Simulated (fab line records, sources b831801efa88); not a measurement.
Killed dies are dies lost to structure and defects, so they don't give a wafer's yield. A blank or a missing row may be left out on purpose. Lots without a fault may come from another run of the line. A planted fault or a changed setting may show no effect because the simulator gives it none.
Which tool did it? | flow gf180mcu | 13 lots, 39 wafers sampled, at 6 steps of a route of 602

WHAT THE GAUGES READ, wafer by wafer
GF_STI_THK_MEAS_02. Usual: STI_OXIDATION_THK 10.04 nm, standard deviation 0.19.
lot  | measured    | on            | STI_OXIDATION_THK (nm) | flag
L801 | day 1 13:01 | film_metro-04 | 9.71 9.74 9.60         |
L803 | day 1 21:58 | film_metro-04 | 10.22 10.24 10.22      |
L804 | day 2 02:59 | film_metro-03 | 10.07 10.18 10.12      |
L807 | day 2 17:36 | film_metro-01 | 10.22 10.05 10.05      |
L810 | day 3 08:55 | film_metro-01 | 9.87 9.98 10.06        |
L811 | day 3 15:10 | film_metro-01 | 9.99 9.85 9.87         |
L813 | day 4 00:10 | film_metro-03 | 9.86 9.98 9.83         |
L816 | day 4 14:31 | film_metro-03 | 10.43 10.21 10.40      |
L817 | day 4 19:31 | film_metro-01 | 10.23 10.11 10.11      |
L818 | day 5 00:31 | film_metro-03 | 10.22 10.05 10.02      |
L820 | day 5 10:31 | film_metro-03 | 9.96 10.06 9.95        |
L821 | day 5 16:13 | film_metro-04 | 9.88 9.88 9.81         |
L824 | day 6 08:00 | film_metro-03 | 9.78 9.88 9.92         |

GF_MVSD_TW_MEAS_11. Usual: MVSD_TW 1571, standard deviation 7.8.
lot  | measured     | on            | MVSD_TW        | flag
L801 | day 4 15:03  | film_metro-04 | 1563 1563 1572 |
L803 | day 4 22:43  | film_metro-02 | 1588 1583 1578 |
L804 | day 5 03:37  | film_metro-02 | 1578 1577 1579 |
L807 | day 5 19:02  | film_metro-02 | 1569 1575 1568 |
L810 | day 6 12:41  | film_metro-02 | 1576 1589 1575 |
L811 | day 6 21:24  | film_metro-01 | 1573 1563 1566 |
L813 | day 7 08:27  | film_metro-02 | 1571 1569 1571 |
L816 | day 8 00:39  | film_metro-02 | 1566 1557 1567 |
L817 | day 8 07:16  | film_metro-01 | 1568 1565 1566 |
L818 | day 8 13:28  | film_metro-01 | 1572 1569 1572 |
L820 | day 9 03:13  | film_metro-04 | 1569 1571 1560 |
L821 | day 9 08:39  | film_metro-04 | 1563 1562 1562 |
L824 | day 10 02:12 | film_metro-01 | 1580 1574 1575 |

GF_VT_IMPLANT_OVL_MEAS_07. Usual: VT_IMPLANT_OVL -0.4 nm, standard deviation 1.4.
lot  | measured     | on         | VT_IMPLANT_OVL (nm) | flag
L801 | day 5 17:56  | overlay-01 | 1.7 -0.1 0.1        |
L803 | day 6 04:08  | overlay-02 | -2.1 -2.0 0.6       |
L804 | day 6 09:28  | overlay-01 | -2.4 -0.4 0.2       |
L807 | day 7 01:38  | overlay-02 | -1.9 -3.1 -2.3      |
L810 | day 7 19:47  | overlay-01 | -0.3 -1.1 0.4       |
L811 | day 8 06:01  | overlay-01 | 0.3 -0.7 -1.0       |
L813 | day 8 16:23  | overlay-02 | 0.0 -1.1 0.2        |
L816 | day 9 10:25  | overlay-01 | -0.2 -0.8 2.7       |
L817 | day 9 18:09  | overlay-02 | 0.6 -0.8 -0.5       |
L818 | day 10 00:08 | overlay-02 | 2.0 1.6 1.7         |
L820 | day 10 14:24 | overlay-01 | 1.7 0.3 -0.4        |
L821 | day 10 20:59 | overlay-02 | 2.1 1.3 2.7         |
L824 | day 11 14:59 | overlay-01 | 0.2 0.7 -0.2        |

GF_VT_IMPLANT_RS_MEAS_47: measures by four-point-probe. Usual: NWELL_RS 487.1 ohm/sq, standard deviation 1.5.
lot  | measured     | on            | NWELL_RS (ohm/sq)                   | flag
L801 | day 7 16:54  | film_metro-02 | 488.0 487.6 488.1                   |
L803 | day 8 04:22  | film_metro-02 | 487.7 487.0 488.0                   |
L804 | day 8 09:55  | film_metro-04 | 487.9 486.6 487.3                   |
L807 | day 9 03:11  | film_metro-02 | 485.3 487.3 486.1                   |
L810 | day 9 23:04  | film_metro-01 | 498.3 498.8 498.5 498.2 498.5 498.5 | OFF
L811 | day 10 10:19 | film_metro-04 | 499.0 501.2 501.1 500.2 500.5 502.2 | OFF
L813 | day 10 23:04 | film_metro-02 | 488.2 487.4 487.3                   |
L816 | day 11 17:59 | film_metro-01 | 485.7 486.9 486.8                   |
L817 | day 12 02:35 | film_metro-02 | 489.2 487.5 488.2                   |
L818 | day 12 09:52 | film_metro-02 | 487.4 487.0 486.1                   |
L820 | day 13 01:29 | film_metro-01 | 485.8 485.6 486.9                   |
L821 | day 13 07:37 | film_metro-01 | 486.6 486.4 487.7                   |
L824 | day 14 02:32 | film_metro-02 | 486.5 488.1 488.1                   |

GF_VT_IMPLANT_RS_MEAS_48: measures by four-point-probe. Usual: LVPWELL_RS 1195.8 ohm/sq, standard deviation 3.
lot  | measured     | on            | LVPWELL_RS (ohm/sq)  | flag
L801 | day 7 17:01  | film_metro-02 | 1200.8 1196.2 1193.6 |
L803 | day 8 04:29  | film_metro-02 | 1194.6 1196.4 1194.7 |
L804 | day 8 10:02  | film_metro-04 | 1198.9 1195.9 1200.6 |
L807 | day 9 03:18  | film_metro-02 | 1200.6 1193.3 1193.2 |
L810 | day 10 00:53 | film_metro-01 | 1194.7 1193.0 1195.9 |
L811 | day 10 13:42 | film_metro-04 | 1196.8 1197.0 1192.8 |
L813 | day 10 23:11 | film_metro-02 | 1194.8 1198.6 1197.2 |
L816 | day 11 18:07 | film_metro-01 | 1193.3 1196.6 1192.4 |
L817 | day 12 02:42 | film_metro-02 | 1200.6 1200.1 1199.9 |
L818 | day 12 09:59 | film_metro-02 | 1199.6 1197.4 1198.5 |
L820 | day 13 01:37 | film_metro-01 | 1195.0 1192.2 1193.9 |
L821 | day 13 07:44 | film_metro-01 | 1194.9 1193.9 1196.4 |
L824 | day 14 02:40 | film_metro-02 | 1200.3 1196.0 1197.1 |

WHICH TOOL RAN EACH LOT (tool, then ch and the chambers of the sampled wafers, then the start)
lot  | GF_NWELL_IMPLANT_08
L801 | implanter-04 ch 0, day 3 10:37
L803 | implanter-01 ch 0, day 3 18:58
L804 | implanter-02 ch 0, day 3 23:10
L807 | implanter-02 ch 0, day 4 14:50
L810 | implanter-04 ch 0, day 5 07:17
L811 | implanter-04 ch 0, day 5 14:52
L813 | implanter-01 ch 0, day 6 01:04
L816 | implanter-01 ch 0, day 6 15:57
L817 | implanter-01 ch 0, day 6 21:39
L818 | implanter-01 ch 0, day 7 03:52
L820 | implanter-01 ch 0, day 7 16:36
L821 | implanter-01 ch 0, day 7 21:52
L824 | implanter-02 ch 0, day 8 14:35
- GF_NWELL_IMPLANT_08

WHAT THE TOOLS THEMSELVES READ (means of the sampled wafers that have a number; where no wafer has one, the mark that the record gives instead)
GF_NWELL_IMPLANT_08. Usual: beam_energy_keV 450.02, standard deviation 0.12.
lot  | tool         | beam_energy_keV | flag
L801 | implanter-04 | 449.99          |
L803 | implanter-01 | 449.96          |
L804 | implanter-02 | 450.11          |
L807 | implanter-02 | 450.16          |
L810 | implanter-04 | 393.73          | OFF
L811 | implanter-04 | 393.79          | OFF
L813 | implanter-01 | 450.01          |
L816 | implanter-01 | 450.12          |
L817 | implanter-01 | 449.96          |
L818 | implanter-01 | 449.94          |
L820 | implanter-01 | 450.09          |
L821 | implanter-01 | 449.83          |
L824 | implanter-02 | 450.22          |

THE ANSWER, worked out from the rows above alone
Rule: a lot is off if the mean of its wafers that have a number lies more than 3 standard deviations from the usual mean. A lot without any number at a reading at which 4 lots or more have one is off too. The other lots that the step has rows for count as sound. The gauges are gone through in route order, then the tools' own readings, and for those a lot's mean is taken as printed above. The first step at which some lot is off is used, and at that step the reading that is off furthest; a lot without a number counts as furthest.
Off: L810, L811, at GF_VT_IMPLANT_RS_MEAS_47 (NWELL_RS).
A tool fits if, at a process step before that reading, it ran every lot that is off, and no sound lot after the first of them. The gauges at GF_VT_IMPLANT_RS_MEAS_47 aren't tried: what is off there is off at GF_NWELL_IMPLANT_08 too, on other tools, and a gauge's error can't cause that. One fits: implanter-04 at GF_NWELL_IMPLANT_08. Its last sound lot is L801 (day 3 10:37), its first lot that is off L810 (day 5 07:17): a fault that began between those two fits.
The tool's own readings at GF_NWELL_IMPLANT_08 bear it out: on the lots that are off they differ by more than 5 times the standard deviation of the sound lots' means. beam_energy_keV reads 393.76 there against 450.04 on the sound lots.

WHAT THE SIMULATOR HAD PUT IN
Process parameter drift: implanter-04, from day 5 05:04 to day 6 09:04, at GF_NWELL_IMPLANT_08. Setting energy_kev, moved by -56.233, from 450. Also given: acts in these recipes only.
Lots struck among those shown: L810, L811. The rule above found the same.
